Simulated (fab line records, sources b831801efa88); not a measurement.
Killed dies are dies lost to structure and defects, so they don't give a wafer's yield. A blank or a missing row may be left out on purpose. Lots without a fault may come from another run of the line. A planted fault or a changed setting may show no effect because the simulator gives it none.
Which tool did it? | flow sky130 | 14 lots, 42 wafers sampled, at 4 steps of a route of 708

WHAT THE GAUGES READ, wafer by wafer
SKY_LI_CONTACT_THK_MEAS_23: measures by xrf. Usual: LI_CONTACT_W_THK 407 nm, standard deviation 4.7.
lot  | measured     | on            | LI_CONTACT_W_THK (nm) | flag
L348 | day 28 18:15 | film_metro-02 | 405 403 406           |
L349 | day 29 01:49 | film_metro-04 | 411 412 409           |
L350 | day 29 13:07 | film_metro-01 | 405 408 409           |
L352 | day 31 00:46 | film_metro-01 | 400 401 401           |
L355 | day 31 13:38 | film_metro-01 | 411 407 410           |
L356 | day 31 19:05 | film_metro-02 | 403 416 405           |
L357 | day 32 05:33 | film_metro-02 | 414 418 415           |
L365 | day 34 16:23 | film_metro-01 | 410 408 407           |
L366 | day 34 18:18 | film_metro-02 | 407 411 412           |
L368 | day 35 09:59 | film_metro-01 | 401 404 407           |
L367 | day 35 19:58 | film_metro-02 | 415 414 411           |
L369 | day 36 09:35 | film_metro-01 | 407 411 406           |
L371 | day 36 13:46 | film_metro-04 | 404 408 403           |
L370 | day 36 14:08 | film_metro-01 | 408 408 412           |

SKY_LOCAL_INTERCONNECT_RS_MEAS_01: measures by four-point-probe. Usual: LOCAL_INTERCONNECT_TIN_RS 14.08 ohm/sq, standard deviation 0.19.
lot  | measured     | on            | LOCAL_INTERCONNECT_TIN_RS (ohm/sq) | flag
L348 | day 28 18:41 | film_metro-04 | 14.02 14.05 14.01                  |
L349 | day 29 02:15 | film_metro-03 | 14.31 14.33 14.28                  |
L350 | day 29 13:33 | film_metro-03 | 14.22 14.32 14.24                  |
L352 | day 31 01:11 | film_metro-03 | 13.95 13.93 13.94                  |
L355 | day 31 14:06 | film_metro-02 | 14.42 14.16 14.20                  |
L356 | day 31 19:30 | film_metro-04 | 14.25 14.24 14.29                  |
L357 | day 32 05:59 | film_metro-04 | 14.53 14.50 14.50                  |
L365 | day 34 16:48 | film_metro-02 | 14.30 13.90 14.14                  |
L366 | day 34 18:45 | film_metro-04 | 13.72 13.87 13.82                  |
L368 | day 35 10:24 | film_metro-04 | 14.17 14.08 14.19                  |
L367 | day 35 20:33 | film_metro-04 | 13.91 13.67 13.68                  |
L369 | day 36 10:01 | film_metro-03 | 13.64 13.87 13.83                  |
L371 | day 36 14:11 | film_metro-03 | 14.36 14.24 14.23                  |
L370 | day 36 14:34 | film_metro-02 | 14.00 14.04 13.90                  |

SKY_CONTACT_THK_MEAS_03. Usual: CONTACT_HDPCVD_THK 564 nm, standard deviation 5.3.
lot  | measured     | on            | CONTACT_HDPCVD_THK (nm) | flag
L348 | day 30 00:06 | film_metro-01 | 567 569 575             |
L349 | day 30 06:51 | film_metro-04 | 574 570 566             |
L350 | day 30 18:17 | film_metro-04 | 561 566 564             |
L352 | day 32 04:35 | film_metro-03 | 556 561 557             |
L355 | day 32 17:53 | film_metro-03 | 414 410 411             | OFF
L356 | day 33 00:05 | film_metro-04 | 414 416 421             | OFF
L357 | day 33 10:23 | film_metro-03 | 560 565 567             |
L365 | day 35 19:49 | film_metro-01 | 565 557 554             |
L366 | day 35 22:36 | film_metro-01 | 558 561 557             |
L368 | day 36 12:13 | film_metro-01 | 567 556 561             |
L367 | day 36 21:10 | film_metro-03 | 565 556 565             |
L369 | day 37 13:13 | film_metro-03 | 573 577 576             |
L371 | day 37 16:59 | film_metro-01 | 568 566 572             |
L370 | day 37 17:41 | film_metro-03 | 560 558 563             |

WHICH TOOL RAN EACH LOT (tool, then ch and the chambers of the sampled wafers, then the start)
lot  | SKY_CONTACT_HDPCVD_02
L348 | hdpcvd-02 ch 0,1, day 30 00:01
L349 | hdpcvd-02 ch 0,1,2, day 30 06:46
L350 | hdpcvd-02 ch 0,1,2, day 30 18:13
L352 | hdpcvd-01 ch 1,2, day 32 04:31
L355 | hdpcvd-01 ch 0,1,2, day 32 17:48
L356 | hdpcvd-01 ch 0,2, day 33 00:02
L357 | hdpcvd-02 ch 1,2, day 33 10:18
L365 | hdpcvd-01 ch 0,1,2, day 35 19:45
L366 | hdpcvd-02 ch 0,1, day 35 22:31
L368 | hdpcvd-02 ch 0,1, day 36 12:09
L367 | hdpcvd-02 ch 1,2, day 36 21:05
L369 | hdpcvd-02 ch 0,1, day 37 13:09
L371 | hdpcvd-02 ch 0,1, day 37 16:56
L370 | hdpcvd-01 ch 0,1,2, day 37 17:36
- SKY_CONTACT_HDPCVD_02: deposits SiO2, target thk 565 nm, time 94.2 s.

WHAT THE TOOLS THEMSELVES READ (means of the sampled wafers that have a number; where no wafer has one, the mark that the record gives instead)
The record holds no such reading with a usual standard deviation.

THE ANSWER, worked out from the rows above alone
Rule: a lot is off if the mean of its wafers that have a number lies more than 3 standard deviations from the usual mean. A lot without any number at a reading at which 4 lots or more have one is off too. The other lots that the step has rows for count as sound. The gauges are gone through in route order, then the tools' own readings, and for those a lot's mean is taken as printed above. The first step at which some lot is off is used, and at that step the reading that is off furthest; a lot without a number counts as furthest.
Off: L355, L356, at SKY_CONTACT_THK_MEAS_03 (CONTACT_HDPCVD_THK).
A tool fits if, at a process step before that reading, it ran every lot that is off, and no sound lot after the first of them. The gauges at SKY_CONTACT_THK_MEAS_03 are tried like those tools. None of those tried fits.

WHAT THE SIMULATOR HAD PUT IN
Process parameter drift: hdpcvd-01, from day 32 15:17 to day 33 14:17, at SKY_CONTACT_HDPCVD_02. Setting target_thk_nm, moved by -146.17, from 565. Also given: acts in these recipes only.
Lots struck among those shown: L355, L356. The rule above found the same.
